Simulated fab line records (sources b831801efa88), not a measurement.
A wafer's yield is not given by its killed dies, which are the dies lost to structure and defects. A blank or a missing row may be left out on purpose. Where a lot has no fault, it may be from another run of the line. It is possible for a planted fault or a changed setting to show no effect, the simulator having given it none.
8D (eight disciplines) problem report, filled in by code    flow gf180mcu    the parts of the form that need people (team, actions taken, sign-off) are left out

## 1. WHAT WENT WRONG
Wafers without a fault read 40.01 Torr, standard deviation 0.084; chamber_pressure_Torr at GF_V1_CVD_23 reads a mean of 37.19 Torr on 3 wafers belonging to 2 lots. That is -34 standard deviations from the usual mean.
The step: deposits W, target thk 350 nm, time 105.05 s.
Seen first at day 22 12:37 on cvd_w-01, wafer L309.1. At this step, 17 wafers from 6 lots have a number in the record. Rule for "out" (also "out of limits"): further than 4 standard deviations from the usual mean. The rest of the wafers with a number are treated as sound.

## 2. WHAT THIS IS AND IS NOT
question                     is                      is not
which readings at this step  chamber_pressure_Torr   heater_power_w
which lots                   L309, L313              L299, L306, L317, L320
which wafers of those lots   L309.1, L309.5, L313.5  L313.1, L313.3
read on which tools          cvd_w-01                cvd_w-02
when                         from day 22 12:37       up to then (6 sound wafers); but 8 sound wafers of L313, L317, L320 came after

## 3. SUSPECTS, AND WHAT RULES EACH OUT
Counting: a tool at a process step up to the reading stays a suspect if it ran every lot that is out. Sound lots after the first of them don't rule it out here, since some wafers of a struck lot are sound.
- rie_diel-02 at GF_V1_ETCH_16 (etches BARC in N2/H2): kept. Ran every lot that is out, first one L309 (day 22 11:49); last sound lot up to then L299 (day 18 09:19).
- rie_diel-02 at GF_V1_ETCH_17 (etches SiO2 in C4F8/O2/Ar, stops on TiN, target depth 630 nm): kept. Ran every lot that is out, first one L309 (day 22 11:57); last sound lot up to then L299 (day 18 09:27). With no start given for some of its lots, GF_V1_ETCH_17 uses the hours and lot order of GF_V1_STRIP_18.
- pvd_sputter-03 at GF_V1_SPUTTER_21 (material Ti, target thk 15 nm, time 80.02 s): kept. Ran every lot that is out, first one L309 (day 22 12:31); last sound lot up to then L306 (day 21 09:29).
- pvd_sputter-03 at GF_V1_SPUTTER_22 (material TiN, target thk 10 nm, time 40 s): kept. Ran every lot that is out, first one L309 (day 22 12:35); last sound lot up to then L306 (day 21 09:33).
- cvd_w-01 at GF_V1_CVD_23 (deposits W, target thk 350 nm, time 105.05 s): kept. Ran every lot that is out, first one L309 (day 22 12:37); last sound lot up to then L306 (day 21 09:35). On those wafers its own readings are out: chamber_pressure_Torr.
- The sound lot-mates ran in chamber 1 of cvd_w-01 at GF_V1_CVD_23, but the wafers that are out ran in chamber 0.
Left after counting: rie_diel-02 at GF_V1_ETCH_16, rie_diel-02 at GF_V1_ETCH_17, pvd_sputter-03 at GF_V1_SPUTTER_21, pvd_sputter-03 at GF_V1_SPUTTER_22, cvd_w-01 at GF_V1_CVD_23.

## 4. THE CAUSE (what the simulator had put in)
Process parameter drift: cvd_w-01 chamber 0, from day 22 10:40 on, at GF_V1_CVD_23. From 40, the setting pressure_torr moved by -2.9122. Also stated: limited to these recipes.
This tool is one of the 5 suspects left after counting.

## 5. SEQUENCE OF EFFECTS, ordered by route
Each row: a reading where the mean over the struck wafers with a number is more than 3 standard deviations away from the usual. Readings are gone through only where the record gives a usual standard deviation; hours: the median, over the lots, of the time from a lot's start at the first step in this table giving one to that lot's start at this step; sigmas: the change measured in usual standard deviations.
hours  step          reading                usual       on struck wafers  change  sigmas
0      GF_V1_CVD_23  chamber_pressure_Torr  40.01 Torr  37.19             -2.82   -34
It contains these process steps:
- GF_V1_CVD_23: deposits W, target thk 350 nm, time 105.05 s.
Later steps that measure or inspect, where all struck wafers having a row at the step show a number for every such reading and not one has moved that far: GF_V1_RS_MEAS_24.

## 6. HOW IT WOULD HAVE BEEN CAUGHT EARLIER
First out-of-limits reading in this record: day 22 12:37, which is 2 hours after fault onset at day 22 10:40.
